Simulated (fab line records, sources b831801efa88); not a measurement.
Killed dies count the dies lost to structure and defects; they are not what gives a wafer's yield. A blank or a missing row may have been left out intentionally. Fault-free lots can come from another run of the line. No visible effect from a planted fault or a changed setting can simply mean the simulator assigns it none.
fab line records | flow sky130
[record] lots = 6 | wafers = 18 | last_day = 48
route steps=708 shown NWELL@79 PWDE@84 VT_ADJUST_HVTP@85
lots that met no fault: from a run of the same line without faults
start_h: the number of hours between the record's first day and the start of the first shown wafer of the lot | wait_h: hours from the lot's prior step to this one | " same as the row above | L1.1+2: one row covering several wafers at once | - no value, or no start given | * or withheld: withheld | < > ~ a bound
route shown NAME@n: NAME is a module with steps in the file, n the number in the route of the first one | usual: mean/standard deviation of fault-free wafers | same: alike in all rows | chamber/n: place in a boat | sites: the reading at each site | _std_site: standard deviation across them | _edge_site: the outer-site mean with the inner-site mean subtracted | radius_mm: for every site, how far away it sits from the centre of the wafer | mask NAME#n: copy n | behind: the most recent tool/chamber to have shaped the wafer | hold: the reason the lot was held/the length of the hold in hours/how it ended | device: the n, p or np transistor that did not switch | end of line: tests run on the same wafers once the route is complete | a step with no rows: only its recipe | killed: the dies lost at the first sort to structure and to defects; this is not the yield of the wafer | map: shows each die of a wafer: x if killed, . if not, _ if none is there
set.NAME: setting as actually run; set.NAME@STEP: the setting as run at that earlier step | model.NAME: the simulator's own value behind a step, which no gauge read
lots seen at some steps along the route; tables by step, rows by wafer
services: the hour from which a tool's chamber was out of use, counted from the record's first day as start_h (under 0 if before that day), plus the number of hours and why
[[steps]]
[step SKY_NWELL_TW_MEAS_26]
[usual] NWELL_2_TW = 498/4.5
lot.wafer | tool          | chamber | start_h | wait_h | NWELL_2_TW
L135.1    | film_metro-03 | -       | 154.31  | 0.1    | 493
L135.2    | "             | -       | "       | "      | 491
L135.3    | "             | -       | "       | "      | 492
L136.3    | film_metro-04 | -       | 160.18  | 0.1    | 495
L136.5    | "             | -       | "       | "      | 494
L136.6    | "             | -       | "       | "      | 493
L138.2    | film_metro-04 | -       | 171.57  | 0.1    | 496
L138.3    | "             | -       | "       | "      | 492
L138.6    | "             | -       | "       | "      | 493
L141.1    | film_metro-04 | -       | 193.01  | 0.1    | 496
L141.2    | "             | -       | "       | "      | 495
L141.4    | "             | -       | "       | "      | 491
L142.2    | film_metro-04 | -       | 194.27  | 0.1    | 495
L142.4    | "             | -       | "       | "      | 496
L142.5    | "             | -       | "       | "      | 496
L145.2    | film_metro-02 | -       | 210.22  | 0.1    | 500
L145.4    | "             | -       | "       | "      | 500
L145.5    | "             | -       | "       | "      | 506
[step SKY_NWELL_CLEAN_27]
[recipe] chemistry = SC1/SC2 | mix = 1:4:20 | temp_c = 70 | time_s = 150 | dry = n2_spin
[step SKY_NWELL_RTA_28]
[recipe] temp_c = 1050 | time_s = 30 | idle_temp_c = 650 | ramp_up_c_per_s = 150 | ramp_down_c_per_s = 90 | ambient = N2
[usual] lamp_power_pct = 25.30/0.053 | ramp_down_c_per_s = 90.000/0.016 | ramp_up_c_per_s = 150.00/0.028 | wafer_temp_C_max = 1054.8/1
lot.wafer | tool          | chamber | start_h | wait_h | lamp_power_pct | ramp_down_c_per_s | ramp_up_c_per_s | wafer_temp_C_max
L135.1    | rtp_anneal-02 | 0       | 154.42  | 0.0    | 25.21          | 89.994            | 149.95          | 1054.2
L135.2    | "             | 0       | "       | "      | 25.31          | 89.988            | 150.01          | 1054.3
L135.3    | "             | 0       | "       | "      | 25.34          | 90.024            | 149.98          | 1055.3
L136.3    | rtp_anneal-02 | 0       | 160.30  | 0.0    | 25.22          | 90.030            | 149.97          | 1055.1
L136.5    | "             | 0       | "       | "      | 25.23          | 90.007            | 149.99          | 1058.7
L136.6    | "             | 0       | "       | "      | 25.32          | 90.012            | 150.01          | 1054.2
L138.2    | rtp_anneal-02 | 0       | 171.75  | 0.0    | 25.28          | 90.010            | 150.01          | 1058.5
L138.3    | "             | 0       | "       | "      | 25.32          | 89.983            | 149.99          | 1053.2
L138.6    | "             | 0       | "       | "      | 25.45          | 90.016            | 149.95          | 1054.5
L141.1    | rtp_anneal-02 | 0       | 193.12  | 0.0    | 25.27          | 90.019            | 149.98          | 1056.0
L141.2    | "             | 0       | "       | "      | 25.28          | 89.990            | 150.02          | 1055.5
L141.4    | "             | 0       | "       | "      | 25.30          | 89.999            | 149.97          | 1055.2
L142.2    | rtp_anneal-01 | 0       | 194.39  | 0.0    | 25.26          | 90.020            | 150.04          | 1054.5
L142.4    | "             | 0       | "       | "      | 25.31          | 90.008            | 149.99          | 1054.8
L142.5    | "             | 0       | "       | "      | 25.27          | 90.004            | 150.00          | 1055.3
L145.2    | rtp_anneal-01 | 0       | 210.34  | 0.0    | 25.29          | 90.007            | 149.94          | 1053.2
L145.4    | "             | 0       | "       | "      | 25.32          | 90.004            | 150.04          | 1056.0
L145.5    | "             | 0       | "       | "      | 25.37          | 90.005            | 150.05          | 1054.6
[step SKY_NWELL_RS_MEAS_29]
[recipe] thk_meas_gauge = four-point-probe
[usual] NWELL_RS = 624.4/2
lot.wafer | tool          | chamber | start_h | wait_h | NWELL_RS[ohm/sq]
L135.1    | film_metro-04 | -       | 154.52  | 0.1    | 623.5
L135.2    | "             | -       | "       | "      | 622.7
L135.3    | "             | -       | "       | "      | 624.5
L136.3    | film_metro-02 | -       | 160.41  | 0.1    | 623.2
L136.5    | "             | -       | "       | "      | 624.3
L136.6    | "             | -       | "       | "      | 623.0
L138.2    | film_metro-03 | -       | 171.85  | 0.1    | 624.0
L138.3    | "             | -       | "       | "      | 627.0
L138.6    | "             | -       | "       | "      | 625.4
L141.1    | film_metro-03 | -       | 193.22  | 0.1    | 625.0
L141.2    | "             | -       | "       | "      | 623.8
L141.4    | "             | -       | "       | "      | 625.3
L142.2    | film_metro-02 | -       | 194.50  | 0.1    | 623.4
L142.4    | "             | -       | "       | "      | 623.6
L142.5    | "             | -       | "       | "      | 625.6
L145.2    | film_metro-04 | -       | 210.44  | 0.1    | 626.1
L145.4    | "             | -       | "       | "      | 623.0
L145.5    | "             | -       | "       | "      | 623.4
[step SKY_NWELL_RS_MEAS_31]
[recipe] thk_meas_gauge = four-point-probe
[usual] PWDE_RS = 5269/14
lot.wafer | tool          | chamber | start_h | wait_h | PWDE_RS[ohm/sq]
L135.1    | film_metro-04 | -       | 154.76  | 0.1    | 5263
L135.2    | "             | -       | "       | "      | 5269
L135.3    | "             | -       | "       | "      | 5300
L136.3    | film_metro-02 | -       | 160.65  | 0.1    | 5278
L136.5    | "             | -       | "       | "      | 5269
L136.6    | "             | -       | "       | "      | 5275
L138.2    | film_metro-03 | -       | 172.09  | 0.1    | 5279
L138.3    | "             | -       | "       | "      | 5280
L138.6    | "             | -       | "       | "      | 5269
L141.1    | film_metro-03 | -       | 193.46  | 0.1    | 5263
L141.2    | "             | -       | "       | "      | 5272
L141.4    | "             | -       | "       | "      | 5268
L142.2    | film_metro-02 | -       | 194.74  | 0.1    | 5275
L142.4    | "             | -       | "       | "      | 5280
L142.5    | "             | -       | "       | "      | 5268
L145.2    | film_metro-04 | -       | 210.68  | 0.1    | 5279
L145.4    | "             | -       | "       | "      | 5261
L145.5    | "             | -       | "       | "      | 5253
[step SKY_VT_ADJUST_HVTP_DEHYDRATE_00]
[recipe] temp_c = 200 | time_s = 60
[step SKY_VT_ADJUST_HVTP_HMDS_01]
[recipe] prime_time_s = 60 | prime_temp_c = 120
[step SKY_VT_ADJUST_HVTP_COAT_02]
[recipe] resist = NOVOLAK | spin_rpm = 3000 | resist_thk_nm = 1140
[step SKY_VT_ADJUST_HVTP_SOFTBAKE_03]
[recipe] temp_c = 90 | time_s = 60 | resist = NOVOLAK
[step SKY_VT_ADJUST_HVTP_EXPOSE_04]
[recipe] mask_id = HVTPM | na = 0.6 | source_shape = conventional | sigma_outer = 0.6 | polarization = unpolarized | target_cd_nm = 380 | dose_mj = 140
[step SKY_VT_ADJUST_HVTP_PEB_05]
[recipe] temp_c = withheld | time_s = * | resist = NOVOLAK
[step SKY_VT_ADJUST_HVTP_DEVELOP_06]
[recipe] resist = NOVOLAK | developer = TMAH | develop_time_s = 60 | dev_temp_c = 23
lot.wafer  | tool           | chamber | start_h | wait_h
L135.1+2+3 | litho_track-04 | 0       | 173.72  | 0.1
L136.3+5+6 | litho_track-03 | 0       | 180.83  | 0.1
L138.2+3+6 | litho_track-03 | 0       | 192.90  | 0.1
L141.1+2+4 | litho_track-03 | 0       | 215.88  | 0.1
L142.2+4+5 | litho_track-02 | 0       | 217.30  | 0.1
L145.2+4+5 | litho_track-03 | 0       | 233.65  | 0.1
[step SKY_VT_ADJUST_HVTP_CD_MEAS_07]
[recipe] target_cd_nm = 380
[usual] cd_nm = 379.7/2.2
lot.wafer | tool      | chamber | start_h | wait_h | hold                     | cd_nm
L135.1    | cd_sem-02 | -       | 173.87  | 0.1    | -                        | 377.5
L135.2    | "         | -       | "       | "      | -                        | 376.4
L135.3    | "         | -       | "       | "      | -                        | 377.6
L136.3    | cd_sem-01 | -       | 180.97  | 0.1    | -                        | 379.3
L136.5    | "         | -       | "       | "      | -                        | 382.5
L136.6    | "         | -       | "       | "      | -                        | 380.0
L138.2    | cd_sem-02 | -       | 193.05  | 0.1    | -                        | 381.1
L138.3    | "         | -       | "       | "      | -                        | 381.1
L138.6    | "         | -       | "       | "      | -                        | 380.7
L141.1    | cd_sem-02 | -       | 216.03  | 0.1    | await_dispo/0.2h/release | 64.8
L141.2    | "         | -       | "       | "      | await_dispo/0.2h/release | 62.4
L141.4    | "         | -       | "       | "      | await_dispo/0.2h/release | 64.5
L141.1    | cd_sem-02 | -       | 216.31  | 0.3    | -                        | 64.6
L141.2    | "         | -       | "       | "      | -                        | 62.3
L141.4    | "         | -       | "       | "      | -                        | 64.3
L142.2    | cd_sem-01 | -       | 217.44  | 0.1    | -                        | 383.8
L142.4    | "         | -       | "       | "      | -                        | 383.9
L142.5    | "         | -       | "       | "      | -                        | 382.3
L145.2    | cd_sem-02 | -       | 233.80  | 0.1    | await_dispo/0.2h/release | 67.6
L145.4    | "         | -       | "       | "      | await_dispo/0.2h/release | 65.8
L145.5    | "         | -       | "       | "      | await_dispo/0.2h/release | 67.0
L145.2    | cd_sem-02 | -       | 234.27  | 0.4    | -                        | 67.3
L145.4    | "         | -       | "       | "      | -                        | 66.0
L145.5    | "         | -       | "       | "      | -                        | 67.0
[[services]]
tool          | chamber | start_h | hours | kind
rtp_anneal-02 | -       | 206.98  | 4.3   | pm
[[key]]
[first_sign] step = SKY_VT_ADJUST_HVTP_CD_MEAS_07 | reading = visit | direction = added
[effect] step = SKY_VT_ADJUST_HVTP_CD_MEAS_07 | reading = cd_nm | direction = down | sigmas = 99+ | usual = 379.7 | struck = 65.4
met_at SKY_VT_ADJUST_HVTP_DEVELOP_06
struck_wafers L141.1,L141.2,L141.4,L145.2,L145.4,L145.5
scrapped_behind SKY_VT_ADJUST_HVTP_CD_MEAS_07 L141.1,L141.2,L141.4,L145.2,L145.4,L145.5
onset_between 192.90 215.88
[fault] kind = process_parameter_drift | tool = litho_track-03 | chamber = - | onset_h = 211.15 | steps = SKY_VT_ADJUST_HVTP_DEVELOP_06 | channel = develop_time_s | offset = * | shape = step | end_h = 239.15 | acts_in = * | stated = *
